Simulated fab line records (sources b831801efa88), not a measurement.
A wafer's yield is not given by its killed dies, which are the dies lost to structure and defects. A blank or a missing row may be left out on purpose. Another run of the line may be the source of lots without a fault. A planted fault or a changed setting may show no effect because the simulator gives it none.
Problem report in the 8D (eight disciplines) form, filled by code | flow sky130 | the parts of the form that need people (team, actions taken, sign-off) are left out

## 1. WHAT IS WRONG
Wafers free of any fault read 1835 (standard deviation 15) for NWELL_TW at SKY_NWELL_TW_MEAS_15, against a mean of 1703 on 9 wafers of 3 lots. That is -8.8 standard deviations from the usual mean.
Earliest sighting: wafer L153.3 on filmMetro-03 at day 7 21:49. Wafers with a number at this step in the record: 39, from 13 lots. By rule, "out" or "out of limits" means more than 4 standard deviations away from the usual mean. The other wafers with a number count as sound.

## 2. WHAT THIS IS AND IS NOT
question                    | is                         | is not
which readings at this step | NWELL_TW                   | -
which lots                  | L153, L156, L159           | L142, L143, L145, L147, L149, L152, L154, L155, L157, L158
which wafers of those lots  | all that have a number     | -
read on which gauges        | filmMetro-03, filmMetro-04 | filmMetro-01
when                        | from day 7 21:49           | up to then (18 sound wafers); but 12 sound wafers of L154, L155, L157, L158 came after

## 3. WHAT RULES OUT EACH SUSPECT
Counting: a tool stays on the suspect list if, at a process step up to the reading, it processed all lots that are out and no sound lot following the first of them.
- the gauge at SKY_NWELL_TW_MEAS_15 has been ruled out. The wafers that are out were read on 2 gauges (filmMetro-03, filmMetro-04).
- implanter-02 at SKY_NWELL_IMPLANT_11: kept. It processed each lot that is out, first L153 at day 7 21:17, and no sound lot thereafter; up to then, the last sound lot it processed was L152 at day 7 15:56.
After counting, what remains is implanter-02 at SKY_NWELL_IMPLANT_11.

## 4. THE CAUSE (what the simulator had put in)
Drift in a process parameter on implanter-02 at SKY_NWELL_IMPLANT_11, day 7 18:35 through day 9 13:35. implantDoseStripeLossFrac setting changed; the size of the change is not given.
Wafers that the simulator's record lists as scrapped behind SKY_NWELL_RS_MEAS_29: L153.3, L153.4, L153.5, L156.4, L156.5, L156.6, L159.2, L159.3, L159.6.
After counting, this tool was the only one left.

## 5. THE EFFECT CHAIN, in route order
One row per reading whose mean, taken over the struck wafers that have a number, lies over 3 standard deviations from the usual. Scope: only readings with a usual standard deviation given in the record; hours: median across lots of the time from each lot's start at the first step in this table that gives one to its start at this step; sigmas: change in usual standard deviations.
hours | step                 | reading  | usual        | on struck wafers | change | sigmas
0     | SKY_NWELL_TW_MEAS_15 | NWELL_TW | 1835         | 1703             | -132   | -8.8
22    | SKY_NWELL_RS_MEAS_29 | NWELL_RS | 624.1 ohm/sq | 706.7            | +82.6  | +64

## 6. WHAT WOULD HAVE CAUGHT IT SOONER
In this record the first reading out of limits at a measuring or inspecting step was taken at day 7 21:49, 3 hours after the fault began at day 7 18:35.
Among the 3 lots that are out, L156, L159 began SKY_NWELL_IMPLANT_11 on implanter-02 after day 7 21:49. A hold on the tool at that time would have spared those 2.
